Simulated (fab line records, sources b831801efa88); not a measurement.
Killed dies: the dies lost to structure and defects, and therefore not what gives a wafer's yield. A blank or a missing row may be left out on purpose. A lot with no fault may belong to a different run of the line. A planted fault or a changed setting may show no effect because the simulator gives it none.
Split-lot experiment ; flow gf180mcu ; 23 wafers read across 5 lots, on a route 602 steps long

THE SPLIT ITSELF
At GF_V2_SPUTTER_21 (material Ti, target thk 15 nm, time 80.02 s), the setting chamber-pressure-pa was moved away from the recipe's 5 Pa on 20 of the 23 wafers read, by -10.0% to +9.3%. The other wafers ran this setting at the recipe's value.

The reading is taken at the split's own step.

THE READING
Ti_of_V2_SPUTTER_21.thk-nm (the simulator's own value, which no gauge read), in nm, at GF_V2_SPUTTER_21 (material Ti, target thk 15 nm, time 80.02 s). No usual value for it is given in the file. Across the 3 wafers here that went through the recipe, the average is 15.00 nm and the standard deviation 0.14 nm.

wafer;tool, chamber at the split;chamber-pressure-pa as run, Pa;against the recipe;Ti_of_V2_SPUTTER_21.thk-nm, nm;against lot-mates on the recipe
L075.1;pvd-sputter-01, -;4.501;-10.0%;16.28;no lot-mate on the recipe
L075.2;pvd-sputter-01, -;4.501;-10.0%;16.11;no lot-mate on the recipe
L075.4;pvd-sputter-01, -;4.501;-10.0%;16.09;no lot-mate on the recipe
L075.5;pvd-sputter-01, -;4.501;-10.0%;16.32;no lot-mate on the recipe
L075.6;pvd-sputter-01, -;4.501;-10.0%;16.06;no lot-mate on the recipe
L078.2;pvd-sputter-03, -;5;recipe;14.86;-
L078.4;pvd-sputter-03, -;5;recipe;15.19;-
L078.6;pvd-sputter-03, -;5;recipe;14.96;-
L077.1;pvd-sputter-03, -;4.794;-4.1%;15.4;no lot-mate on the recipe
L077.2;pvd-sputter-03, -;4.794;-4.1%;15.45;no lot-mate on the recipe
L077.3;pvd-sputter-03, -;4.794;-4.1%;15.53;no lot-mate on the recipe
L077.4;pvd-sputter-03, -;4.794;-4.1%;15.2;no lot-mate on the recipe
L077.6;pvd-sputter-03, -;4.794;-4.1%;15.59;no lot-mate on the recipe
L081.2;pvd-sputter-03, -;5.467;+9.3%;13.75;no lot-mate on the recipe
L081.3;pvd-sputter-03, -;5.467;+9.3%;13.96;no lot-mate on the recipe
L081.4;pvd-sputter-03, -;5.467;+9.3%;13.72;no lot-mate on the recipe
L081.5;pvd-sputter-03, -;5.467;+9.3%;13.82;no lot-mate on the recipe
L081.6;pvd-sputter-03, -;5.467;+9.3%;13.9;no lot-mate on the recipe
L082.1;pvd-sputter-03, -;5.231;+4.6%;14.66;no lot-mate on the recipe
L082.2;pvd-sputter-03, -;5.231;+4.6%;14.28;no lot-mate on the recipe
L082.3;pvd-sputter-03, -;5.231;+4.6%;14.15;no lot-mate on the recipe
L082.5;pvd-sputter-03, -;5.231;+4.6%;14.43;no lot-mate on the recipe
L082.6;pvd-sputter-03, -;5.231;+4.6%;14.5;no lot-mate on the recipe

THE FIT
A straight line over all 23 wafers: Ti_of_V2_SPUTTER_21.thk-nm changes by -0.121 nm for each +1% of chamber-pressure-pa; r = -0.99; the points scatter about the line by 0.14 nm.
Too few moved wafers have a lot-mate on the recipe to fit a line with each lot's own level taken away.

THE FILE'S OWN FIT
Ti_of_V2_SPUTTER_21.thk-nm changes by -0.121 nm for each +1% of chamber-pressure-pa, r = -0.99.
